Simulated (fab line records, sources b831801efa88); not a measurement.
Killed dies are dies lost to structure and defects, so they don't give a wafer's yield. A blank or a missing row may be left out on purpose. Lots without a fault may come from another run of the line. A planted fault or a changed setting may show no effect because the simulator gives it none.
Which tool did it? | flow sfq_line | 14 lots, 42 wafers sampled, at 5 steps of a route of 325

WHAT THE GAUGES READ, wafer by wafer
SFQ_INCOMING_BOW_MEAS_900. Usual: INCOMING_BOW 0 um, standard deviation 6.5.
lot  | measured    | on            | INCOMING_BOW (um) | flag
L961 | day 1 10:04 | film_metro-01 | -4 -5 10          |
L963 | day 1 20:02 | film_metro-01 | -2 -8 0           |
L964 | day 2 01:00 | film_metro-01 | 1 3 -2            |
L967 | day 2 16:00 | film_metro-02 | 4 2 11            |
L969 | day 3 02:01 | film_metro-03 | -1 1 7            |
L971 | day 3 12:00 | film_metro-03 | 10 3 -2           |
L972 | day 3 17:00 | film_metro-01 | 2 13 4            |
L975 | day 4 08:00 | film_metro-03 | 8 4 5             |
L979 | day 5 04:00 | film_metro-01 | 3 11 -9           |
L980 | day 5 09:01 | film_metro-03 | 0 2 -5            |
L981 | day 5 14:01 | film_metro-03 | -10 -7 0          |
L982 | day 5 19:02 | film_metro-01 | 4 -9 -3           |
L983 | day 6 00:02 | film_metro-01 | 6 -6 -19          |
L984 | day 6 05:01 | film_metro-02 | 5 -3 1            |

SFQ_I1_OVL_MEAS_913. Usual: I1_OVL 2 nm, standard deviation 6.2.
lot  | measured     | on         | I1_OVL (nm) | flag
L961 | day 24 03:55 | overlay-01 | 12 20 7     |
L963 | day 25 09:34 | overlay-01 | -5 0 0      |
L964 | day 25 10:45 | overlay-01 | 4 -2 -1     |
L967 | day 26 23:40 | overlay-01 | -5 -7 -3    |
L969 | day 28 02:22 | overlay-01 | 2 3 -1      |
L971 | day 28 08:01 | overlay-01 | 11 12 13    |
L972 | day 28 18:54 | overlay-02 | -3 0 3      |
L975 | day 29 11:46 | overlay-01 | 7 12 7      |
L979 | day 36 19:59 | overlay-02 | 0 2 9       |
L980 | day 36 22:23 | overlay-02 | -1 0 -2     |
L981 | day 37 04:23 | overlay-01 | 84 79 78    | OFF
L982 | day 37 11:35 | overlay-01 | 77 81 72    | OFF
L983 | day 37 23:52 | overlay-01 | 0 2 4       |
L984 | day 38 19:53 | overlay-02 | -2 5 -6     |

SFQ_I4_OVL_MEAS_928. Usual: I4_OVL 0 nm, standard deviation 6.1.
lot  | measured     | on         | I4_OVL (nm) | flag
L961 | day 43 22:41 | overlay-01 | -4 1 -7     |
L963 | day 49 12:44 | overlay-01 | 1 7 9       |
L964 | day 49 16:20 | overlay-01 | -10 -7 -16  |
L967 | day 54 11:08 | overlay-02 | -8 0 -1     |
L969 | day 55 05:08 | overlay-02 | 5 4 4       |
L971 | day 55 12:20 | overlay-02 | 4 -1 2      |
L972 | day 55 17:08 | overlay-02 | 6 6 4       |
L975 | day 56 20:44 | overlay-01 | -12 -11 -12 |
L979 | day 58 04:08 | overlay-01 | 7 4 5       |
L980 | day 58 14:58 | overlay-01 | -6 0 1      |
L981 | day 58 16:10 | overlay-01 | 7 4 10      |
L982 | day 60 05:18 | overlay-01 | 10 11 6     |
L983 | day 60 15:02 | overlay-02 | -1 0 4      |
L984 | day 60 18:37 | overlay-02 | 3 -3 0      |

WHICH TOOL RAN EACH LOT (tool, then ch and the chambers of the sampled wafers, then the start)
lot  | SFQ_TRILAYER_I1_VIA_LITHO_EXPOSE_050 | SFQ_TRILAYER_I1_VIA_BARC_OPEN_VIA_ETCH_071
L961 | krf_scanner-02 ch 0, day 24 02:59    | rie_diel-02 ch 0,1, day 24 03:56
L963 | krf_scanner-01 ch 0, day 25 08:27    | rie_diel-01 ch 0,3, day 25 09:35
L964 | krf_scanner-01 ch 0, day 25 09:15    | rie_diel-02 ch 0,1,3, day 25 10:47
L967 | krf_scanner-01 ch 0, day 26 22:10    | rie_diel-01 ch 1,3, day 26 23:41
L969 | krf_scanner-02 ch 0, day 28 01:04    | rie_diel-04 ch 0,2,3, day 28 02:24
L971 | krf_scanner-02 ch 0, day 28 06:30    | rie_diel-04 ch 1,2,3, day 28 08:04
L972 | krf_scanner-02 ch 0, day 28 17:24    | rie_diel-01 ch 1,2,3, day 28 18:56
L975 | krf_scanner-02 ch 0, day 29 10:16    | rie_diel-01 ch 0,2,3, day 29 11:48
L979 | krf_scanner-01 ch 0, day 36 18:29    | rie_diel-01 ch 0,1,2, day 36 20:01
L980 | krf_scanner-01 ch 0, day 36 21:05    | rie_diel-02 ch 0,2,3, day 36 22:25
L981 | krf_scanner-01 ch 0, day 37 03:05    | rie_diel-04 ch 1,2,3, day 37 04:25
L982 | krf_scanner-01 ch 0, day 37 10:29    | rie_diel-02 ch 2,3, day 37 11:37
L983 | krf_scanner-02 ch 0, day 37 22:45    | rie_diel-01 ch 2,3, day 37 23:53
L984 | krf_scanner-02 ch 0, day 38 18:34    | rie_diel-01 ch 0,3, day 38 19:55
- SFQ_TRILAYER_I1_VIA_LITHO_EXPOSE_050: exposes mask I1, target cd 500 nm.
- SFQ_TRILAYER_I1_VIA_BARC_OPEN_VIA_ETCH_071: etches BARC in O2, target depth 125 nm, time 41.7 s.

WHAT THE TOOLS THEMSELVES READ (means of the sampled wafers that have a number; where no wafer has one, the mark that the record gives instead)
SFQ_TRILAYER_I1_VIA_LITHO_EXPOSE_050. Usual: exposure_dose_mJ_cm2 21.301, standard deviation 0.019.
lot  | tool           | exposure_dose_mJ_cm2 | flag
L961 | krf_scanner-02 | 21.305               |
L963 | krf_scanner-01 | 21.312               |
L964 | krf_scanner-01 | 21.317               |
L967 | krf_scanner-01 | 21.318               |
L969 | krf_scanner-02 | 21.301               |
L971 | krf_scanner-02 | 21.288               |
L972 | krf_scanner-02 | 21.296               |
L975 | krf_scanner-02 | 21.299               |
L979 | krf_scanner-01 | 21.283               |
L980 | krf_scanner-01 | 21.300               |
L981 | krf_scanner-01 | 21.317               |
L982 | krf_scanner-01 | 21.313               |
L983 | krf_scanner-02 | 21.299               |
L984 | krf_scanner-02 | 21.302               |

SFQ_TRILAYER_I1_VIA_BARC_OPEN_VIA_ETCH_071. Usual: drypump_motor_current_A 5.6 A, standard deviation 0.55; oes_product_au 0.684 a.u., standard deviation 0.0043.
lot  | tool        | drypump_motor_current_A (A) | oes_product_au (a.u.) | flag
L961 | rie_diel-02 | 6.2                         | 0.684                 |
L963 | rie_diel-01 | 4.8                         | 0.684                 |
L964 | rie_diel-02 | 5.9                         | 0.683                 |
L967 | rie_diel-01 | 5.2                         | 0.687                 |
L969 | rie_diel-04 | 6.0                         | 0.683                 |
L971 | rie_diel-04 | 5.7                         | 0.685                 |
L972 | rie_diel-01 | 5.4                         | 0.685                 |
L975 | rie_diel-01 | 5.0                         | 0.686                 |
L979 | rie_diel-01 | 5.4                         | 0.687                 |
L980 | rie_diel-02 | 5.6                         | 0.686                 |
L981 | rie_diel-04 | 5.7                         | 0.687                 |
L982 | rie_diel-02 | 5.5                         | 0.685                 |
L983 | rie_diel-01 | 5.0                         | 0.684                 |
L984 | rie_diel-01 | 4.8                         | 0.683                 |

THE ANSWER, worked out from the rows above alone
Rule: a lot is off if the mean of its wafers that have a number lies more than 3 standard deviations from the usual mean. A lot without any number at a reading at which 4 lots or more have one is off too. The other lots that the step has rows for count as sound. The gauges are gone through in route order, then the tools' own readings, and for those a lot's mean is taken as printed above. The first step at which some lot is off is used, and at that step the reading that is off furthest; a lot without a number counts as furthest.
Off: L981, L982, at SFQ_I1_OVL_MEAS_913 (I1_OVL).
A tool fits if, at a process step before that reading, it ran every lot that is off, and no sound lot after the first of them. The gauges at SFQ_I1_OVL_MEAS_913 are tried like those tools. One fits: krf_scanner-01 at SFQ_TRILAYER_I1_VIA_LITHO_EXPOSE_050. Its last sound lot is L980 (day 36 21:05), its first lot that is off L981 (day 37 03:05): a fault that began between those two fits.

WHAT THE SIMULATOR HAD PUT IN
Scanner matching overlay: krf_scanner-01, from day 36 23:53 on, at SFQ_TRILAYER_I1_VIA_LITHO_EXPOSE_050. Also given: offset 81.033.
Lots struck among those shown: L981, L982. The rule above found the same.
